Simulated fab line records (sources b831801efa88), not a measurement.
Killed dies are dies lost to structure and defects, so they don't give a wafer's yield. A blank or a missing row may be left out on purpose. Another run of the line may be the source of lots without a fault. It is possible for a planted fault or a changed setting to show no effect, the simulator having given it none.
A single fault, viewed from 2 desks	flow gf180mcu	every desk sees just its own numbers, and what lay behind them comes last

== DESK OF THE TOOL OWNER: wet_bench-01 ==
The tool's own readings at GF_SAB_WET_ETCH_12 (etches SiO2 in dHF, target depth 22 nm, time 440 s): means of the sampled wafers that have a number, for each lot that ran on this tool. Any lot whose mean is over 4 standard deviations away from the usual mean is out of limits and marked OUT; that distance is given in the brackets.
Columns: A = run_length_s at GF_SAB_WET_ETCH_12, usual 468 s
lot	first seen here	A
L114	day 18 22:56	520 (+16) OUT
L124	day 21 13:08	468
This desk's finding: out of limits on L114; first on L114, day 18 22:56 (run_length_s at GF_SAB_WET_ETCH_12). Within limits: L124.

== THE METROLOGY DESK ==
What the gauges read, lot by lot, whatever tool the lot ran on: means of the sampled wafers that have a number. Any lot whose mean is over 4 standard deviations away from the usual mean is out of limits and marked OUT; that distance is given in the brackets.
Columns: A = SAB_CVD_00_THK at GF_SAB_THK_MEAS_01, usual 50.1 nm; B = cd_nm at GF_SAB_CD_MEAS_09, usual 420.4 nm; C = SAB_OVL at GF_SAB_OVL_MEAS_10, usual 0.5 nm
lot	first seen here	A	B	C
L107	day 14 10:31	50.1	416.5	-0.7
L114	day 17 23:02	49.7	421.0	1.0
L122	day 20 01:54	50.9	424.3	2.0
L124	day 20 12:47	49.8	421.7	1.7
L127	day 21 19:41	49.6	422.3	-0.4
This desk's verdict: no lot among the 5 shows anything out of limits.

== ALL TOGETHER ==
On L114, at day 18 22:56, an alarm was possible from the tool owner's desk.
Metrology desk: nothing out of limits seen.
The metrology desk holds a record of L114, inside its limits.
All the named lots went through GF_SAB_WET_ETCH_12 on wet_bench-01.

== WHAT THE SIMULATOR PUT IN ==
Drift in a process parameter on wet_bench-01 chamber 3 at GF_SAB_WET_ETCH_12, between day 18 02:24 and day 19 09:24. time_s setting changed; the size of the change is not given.
Struck lots among those shown: L114.
Delay in hours, fault start to first out-of-limits reading, by desk: the tool owner's desk at 21.
